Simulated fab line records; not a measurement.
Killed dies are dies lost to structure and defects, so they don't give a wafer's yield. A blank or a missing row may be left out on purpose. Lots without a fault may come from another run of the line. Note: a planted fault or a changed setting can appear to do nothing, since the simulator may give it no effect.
8D (eight disciplines) problem report, filled in by code ; flow gf180mcu ; the parts of the form that need people (team, actions taken, sign-off) are left out

1. THE PROBLEM
At GF_STI_WET_ETCH_17, temp c averages 156.28 C over 6 wafers from 2 lots, while fault-free wafers read 160.02 C, standard deviation 0.16. That is -23 standard deviations from the usual mean.
The step: etches Si3N4 in H3PO4, target depth 45 nm, time 514 s.
Earliest sighting: wafer L338.2 on wet bench-03 at day 6 09:31. The record holds 42 wafers of 14 lots with a number at this step. By rule, "out" or "out of limits" means more than 4 standard deviations away from the usual mean. All remaining wafers that have a number are taken as sound.

2. WHAT IT IS; WHAT IT IS NOT
question;is;is not
which readings at this step;temp c, bath guard temp C;bath heat duty pct
which lots;L338, L340;L319, L320, L321, L322, L323, L324, L326, L327, L328, L329, L330, L341
which wafers of those lots;all that have a number;-
read on which tools;wet bench-03;wet bench-01, wet bench-02
when;from day 6 09:31;"up to then (33 sound wafers); but 3 sound wafers of L341 came after"

3. THE SUSPECTS, EACH WITH WHAT RULES IT OUT
Counting: a tool stays on the suspect list if, at a process step up to the reading, it processed all lots that are out and no sound lot following the first of them.
- wet bench-03 at GF_STI_WET_ETCH_17 (etches Si3N4 in H3PO4, target depth 45 nm, time 514 s): kept. All lots that are out passed through it, beginning with L338 at day 6 09:31, and no sound lot followed; its final sound lot before that point was L330 at day 4 16:01. On those wafers its own readings are out: bath guard temp C, temp c.
Left after counting: wet bench-03 at GF_STI_WET_ETCH_17.

4. THE CAUSE (what the simulator had put in)
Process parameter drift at GF_STI_WET_ETCH_17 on wet bench-03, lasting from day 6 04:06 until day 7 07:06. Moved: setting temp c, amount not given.
After counting, this tool was the only one left.

5. THE CHAIN OF EFFECTS, in route order
Rows list readings where the struck wafers' mean (over those with a number) sits beyond 3 standard deviations from the usual. Readings are gone through only where the record gives a usual standard deviation; hours: the median, over the lots, of the time from a lot's start at the first step in this table giving one to that lot's start at this step; sigmas: the change measured in usual standard deviations.
hours;step;reading;usual;on struck wafers;change;sigmas
0;GF_STI_WET_ETCH_17;bath guard temp C;159.9 C;155.9;-4.0;-7.2
0;GF_STI_WET_ETCH_17;temp c;160.02 C;156.28;-3.74;-23
Its process steps:
- GF_STI_WET_ETCH_17: etches Si3N4 in H3PO4, target depth 45 nm, time 514 s.
At these later measuring or inspecting steps, every struck wafer for which the step has a row has a number for every such reading, and none has moved that far: GF_NWELL_OVL_MEAS_07, GF_SAB_CD_MEAS_09, GF_CONTACT_THK_MEAS_03.

6. HOW IT WOULD HAVE BEEN CAUGHT EARLIER
In this record no reading fell out of limits until day 6 09:31, 5 hours after the fault had begun at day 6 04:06.
